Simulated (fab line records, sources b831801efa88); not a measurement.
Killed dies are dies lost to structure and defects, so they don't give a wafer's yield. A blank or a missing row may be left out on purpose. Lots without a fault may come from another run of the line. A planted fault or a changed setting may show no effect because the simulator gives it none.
Chamber matching | flow gf180mcu | GF_CONTACT_CMP_27 on cmp-01: 4 sister chambers
The step polishes, stops on SiO2, t overpolish 15 s, target thk 0 nm. 14 wafers are shown with their chamber, then 7 later ones without.

WAFERS WITH THEIR CHAMBER
wafer  | chamber | motor_current_A (A) | time_to_endpoint_s (s) | edge_zone_pressure_frac
L632.3 | 0       | 11.5                | 74.2                   | 1.007
L632.4 | 2       | 13.0                | 71.7                   | 0.995
L632.5 | 2       | 12.6                | 74.0                   | 0.993
L634.1 | 2       | 12.9                | 75.2                   | 1.008
L634.4 | 0       | 11.4                | 73.2                   | 1.005
L634.6 | 0       | 11.3                | 76.0                   | 0.999
L635.1 | 3       | 11.8                | 77.4                   | 0.996
L635.3 | 0       | 10.9                | 71.5                   | 1.000
L635.5 | 0       | 11.2                | 71.0                   | 0.995
L636.2 | 1       | 12.9                | 68.0                   | 0.991
L636.3 | 0       | 11.3                | 73.3                   | 1.002
L636.4 | 3       | 11.9                | 70.5                   | 1.007
L647.2 | 0       | 11.8                | 69.6                   | 0.999
L647.4 | 3       | 11.9                | 73.5                   | 1.001

SIGNATURES (means of the wafers above)
reading                 | chamber 0 | chamber 1 | chamber 2 | chamber 3 | scatter within a chamber
motor_current_A         | 11.343    | 12.900    | 12.833    | 11.867    | 0.235
time_to_endpoint_s      | 72.686    | 68.000    | 73.633    | 73.800    | 2.41
edge_zone_pressure_frac | 1.00100   | 0.99100   | 0.99867   | 1.00133   | 0.0054
Rule: a wafer's distance from a chamber is the root of the sum, over the readings, of the square of ((its reading less the chamber's mean) divided by the reading's scatter). The wafer belongs to the nearest chamber; if the next one is less than 2 further off, it can't be placed. The scatter: the root of (the sum of the squares of (reading less its chamber's mean) over the shown wafers, divided by (wafers less chambers)).

WAFERS WITHOUT THEIR CHAMBER
wafer  | motor_current_A (A) | time_to_endpoint_s (s) | edge_zone_pressure_frac
L647.6 | 12.8                | 68.9                   | 1.005
L653.2 | 12.5                | 74.1                   | 0.998
L653.5 | 10.4                | 73.4                   | 1.002
L653.6 | 11.5                | 73.8                   | 0.994
L654.1 | 11.7                | 75.0                   | 0.996
L654.2 | 10.9                | 73.6                   | 0.995
L654.3 | 12.5                | 72.6                   | 1.008

WHICH CHAMBER EACH WENT THROUGH
wafer  | from the rows above          | in truth
L647.6 | can't be placed: 2 or 1      | 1
L653.2 | can't be placed: 2 or 3 or 1 | 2
L653.5 | 0                            | 0
L653.6 | can't be placed: 0 or 3      | 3
L654.1 | can't be placed: 3 or 0      | 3
L654.2 | 0                            | 0
L654.3 | can't be placed: 2 or 3 or 1 | 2
Placed correctly: 2 of 7. Can't be placed from these rows: 5 (the true chamber is among the candidates in 5). Placed wrongly: 0.
